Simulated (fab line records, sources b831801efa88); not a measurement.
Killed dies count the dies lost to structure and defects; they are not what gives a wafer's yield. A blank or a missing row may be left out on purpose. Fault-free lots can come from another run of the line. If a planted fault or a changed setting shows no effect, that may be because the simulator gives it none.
A lot that was struck, set against a sound lot -- flow sky130 -- 32 steps out of a route of 708
Sound: wafers L237.1, L237.2, L237.6. Struck: wafer L240.2 (L240.4, L240.5, from the same lot, were not struck and are left out); the cause is given at the end.
Each step with rows lists, per side, the tool, then ch with its chambers, then its first start. Under that, the readings that differ: sound wafers -- struck wafers -- difference of the means -- sigmas: that difference in standard deviations of wafers without a fault.
alike: readings with means less than 2 such deviations apart, plus words and numbers identical on both sides. not compared: withheld readings, readings lacking a value on some wafer, bounds such as >300 that could conceal the same value, and numbers that have no deviation in the record and whose values overlap.
Wherever a step has rows on one side only, a row that says differs or no value, or a row with sigmas, the two part there. Numbers that have no deviation but don't overlap get no sigmas and don't part them. A reading missing from all wafers of one side parts the sides only when that side holds two or more wafers.

SKY_CAPM_THK_MEAS_01:
  sound on film metro-01 at day 37 07:08; struck on film metro-04 at day 38 03:55
  alike: CAPM_CVD_00_THK
SKY_CAPM_SPUTTER_02: material TiN, target thk 200 nm, time 166.7 s.
  sound on pvd sputter-03 at day 37 07:16; struck on pvd sputter-03 at day 38 03:58
  alike: throttle valve pct
SKY_CAPM_RS_MEAS_03: measures by four-point-probe.
  sound on film metro-04 at day 37 07:23; struck on film metro-01 at day 38 04:05
  alike: CAPM_TIN_RS
SKY_CAPM_THK_MEAS_04: measures by xrf.
  sound on film metro-04 at day 37 07:30; struck on film metro-01 at day 38 04:12
  alike: CAPM_TIN_THK
then, 7 steps without rows for these wafers: SKY_CAPM_DEHYDRATE_05 (time 60 s); SKY_CAPM_HMDS_06 (prime time 60 s); SKY_CAPM_COAT_07 (resist thk 1140 nm); SKY_CAPM_SOFTBAKE_08 (time 60 s); SKY_CAPM_EXPOSE_09 (exposes mask CAPM, target cd 1000 nm); SKY_CAPM_PEB_10; SKY_CAPM_DEVELOP_11 (develop time 60 s).
SKY_CAPM_OVL_MEAS_12:
  sound on overlay-01 at day 38 09:01; struck on overlay-02 at day 39 04:45
  alike: CAPM_OVL
SKY_CAPM_METAL_ETCH_13: etches TiN in Cl2/BCl3, stops on SiO2, target depth 220 nm, time 62.9 s.
  sound on rie metal-03 ch 0,1, day 38 09:04; struck on rie metal-04 ch 0, day 39 04:47
reading,sound,struck,difference,sigmas
oes product au (a.u.),0.939 0.942 0.941,0.913,-0.028,-4
run length s (s),90.9 91.7 91.4,93.9,+2.6,+6
model.SiO2_of_CAPM_CVD_00.thk nm (nm),15.35 15.54 15.84,15.06,-0.52,
  alike: bcl3 flow sccm, drypump motor current A, throttle valve pct
  not compared: rf hours counter h
SKY_CAPM_STRIP_14: strips in O2/N2.
  sound on plasma asher-02 ch 0,1, day 38 09:08; struck on plasma asher-04 ch 0, day 39 04:52
reading,sound,struck,difference,sigmas
strip time to endpoint s (s),12.67 12.70 12.71,12.55,-0.14,-3
  alike: drypump motor current A, oes product au
  not compared: rf hours counter h
then, 11 steps without rows for these wafers: SKY_CAPM_STRIP_15 (strips in post etch residue remover, time 1200 s); SKY_CAPM_CLEAN_16 (cleans in IPA, time 180 s); SKY_CAPM_CLEAN_17 (cleans in O3/DIW); SKY_METAL3_DEHYDRATE_05 (time 60 s); SKY_METAL3_HMDS_06 (prime time 60 s); SKY_METAL3_COAT_07 (resist thk 60 nm); SKY_METAL3_COAT_08 (resist thk 1140 nm); SKY_METAL3_SOFTBAKE_09 (time 90 s); SKY_METAL3_EXPOSE_10 (exposes mask MM3, target cd 300 nm); SKY_METAL3_PEB_11; SKY_METAL3_DEVELOP_12 (develop time 60 s).
SKY_METAL3_CD_MEAS_13: the cd target is 300 nm.
  sound on cd sem-02 at day 39 10:20; struck on cd sem-01 at day 40 05:37
  alike: cd nm
SKY_METAL3_OVL_MEAS_14:
  sound on overlay-02 at day 39 10:28; struck on overlay-02 at day 40 05:43
  alike: METAL3_OVL
SKY_METAL3_DESCUM_15: chemistry O2, time 8 s.
  sound on rie metal-01 ch 0,1, day 39 10:29; struck on rie metal-02 ch 0, day 40 05:44
  alike: drypump motor current A, oes product au
  not compared: rf hours counter h
SKY_METAL3_ETCH_16: etches BARC in N2/H2, stops on SiO2, time 88.2 s, target depth 60 nm.
  sound on rie metal-01 ch 0,1, day 39 10:31; struck on rie metal-02 ch 0, day 40 05:46
  alike: drypump motor current A, oes product au, run length s, throttle valve pct
  not compared: rf hours counter h
SKY_METAL3_ETCH_17: etches SiO2 in C4F8/O2/Ar, stops on TiN, time 3.9 s, target depth 15 nm.
  sound on rie diel-02 ch 0,2,3, day 39 10:37; struck on rie diel-03 ch 2, day 40 05:52
reading,sound,struck,difference,sigmas
model.etch.depth nm (nm),15.35 15.54 15.84,15.06,-0.52,
  alike: oes product au
  not compared: rf hours counter h
SKY_METAL3_METAL_ETCH_18: etches the open film in Cl2/BCl3, stops on SiO2, target depth 845 nm, time 183.1 s.
  sound on rie metal-02 ch 0,1, day 39 10:38; struck on rie metal-01 ch 0, day 40 05:53
reading,sound,struck,difference,sigmas
run length s (s),211.5 211.1 211.1,214.6,+3.4,+5
  alike: bcl3 flow sccm, drypump motor current A, oes product au, throttle valve pct
  not compared: rf hours counter h
SKY_PAD_OPEN_PROBE_99:
  the record holds rows for the sound wafers here (prober-02, day 46 13:17) but none for the struck ones

WHERE THEY PART
At SKY_CAPM_METAL_ETCH_13 first; at SKY_PAD_OPEN_PROBE_99 last (within this record only).

WHY: whatever the simulator had introduced
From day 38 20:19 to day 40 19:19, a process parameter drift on rie metal-04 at SKY_CAPM_METAL_ETCH_13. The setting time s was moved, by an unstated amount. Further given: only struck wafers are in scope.
